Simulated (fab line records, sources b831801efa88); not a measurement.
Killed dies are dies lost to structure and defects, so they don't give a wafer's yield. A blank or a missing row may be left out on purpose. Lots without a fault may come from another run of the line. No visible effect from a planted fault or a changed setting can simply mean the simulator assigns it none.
A sampling plan put to the test -- flow sky130 -- each of the 7 faults these records tell of, on one fab line, judged from the records of the lots it struck
Plan = the line's own looks (route steps where a gauge or an inspection reads the wafer without altering it). A look can be judged if struck wafers have a number there and the file gives its usual mean and standard deviation on fault-free wafers. Caught: 4 or more of those standard deviations (sigma) separate the usual mean from the mean of the struck wafers at a look after the fault's first step. On the tool: the identical test, applied to the tool's own readings at the steps of the fault. Another recipe on the struck wafers, or a record that is blank for them alone, also counts as caught.

THE FAULTS, as the simulator had put them in
1. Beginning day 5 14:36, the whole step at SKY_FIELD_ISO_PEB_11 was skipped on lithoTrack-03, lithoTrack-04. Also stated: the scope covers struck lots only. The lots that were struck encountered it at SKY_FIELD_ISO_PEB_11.
2. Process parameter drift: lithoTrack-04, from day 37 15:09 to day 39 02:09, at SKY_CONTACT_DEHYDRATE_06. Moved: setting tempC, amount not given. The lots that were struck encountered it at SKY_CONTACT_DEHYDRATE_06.
3. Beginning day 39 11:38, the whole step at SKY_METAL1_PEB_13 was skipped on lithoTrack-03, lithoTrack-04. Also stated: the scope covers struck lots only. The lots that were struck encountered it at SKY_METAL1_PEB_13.
4. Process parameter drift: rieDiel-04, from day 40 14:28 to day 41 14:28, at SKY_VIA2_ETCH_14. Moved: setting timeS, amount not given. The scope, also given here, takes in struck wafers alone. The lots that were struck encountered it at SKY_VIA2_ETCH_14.
5. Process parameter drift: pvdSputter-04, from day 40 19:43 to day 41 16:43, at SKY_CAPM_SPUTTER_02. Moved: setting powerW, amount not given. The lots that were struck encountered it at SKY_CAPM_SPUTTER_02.
6. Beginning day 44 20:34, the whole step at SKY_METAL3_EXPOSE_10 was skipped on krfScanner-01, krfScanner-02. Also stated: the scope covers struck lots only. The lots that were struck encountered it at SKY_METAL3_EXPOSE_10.
7. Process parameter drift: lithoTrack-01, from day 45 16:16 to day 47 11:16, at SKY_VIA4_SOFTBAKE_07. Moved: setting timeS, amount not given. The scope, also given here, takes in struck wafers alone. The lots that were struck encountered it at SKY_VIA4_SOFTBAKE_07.

WHAT THE PLAN SAW
fault,on the tool itself,first look that catches it,"reading, sigma",median hours from its first step to that look,hours from the fault's start to the first struck lot there,judged looks passed uncaught
1,no reading that can be judged,not the one look that can be judged after it,-,-,-,1
2,heaterPowerTotalW +35 sigma,no look after it can be judged,-,-,-,0
3,no reading that can be judged,no look after it can be judged,-,-,-,0
4,oesProductAu +18 sigma,no look after it can be judged,-,-,-,0
5,cathodeDcPowerW -99 or beyond sigma,no look after it can be judged,-,-,-,0
6,no reading that can be judged,no look after it can be judged,-,-,-,0
7,runLengthS +35 sigma,no look after it can be judged,-,-,-,0
A dash: the fault is not caught, or the number is missing from these records.

Caught at a look: 0 of 7. Caught on the tool: 4 of 7. By one or the other: 4 of 7.
Faults 2, 4, 5, 7 were caught on the tool alone.
Caught by neither: faults 1, 3, 6.
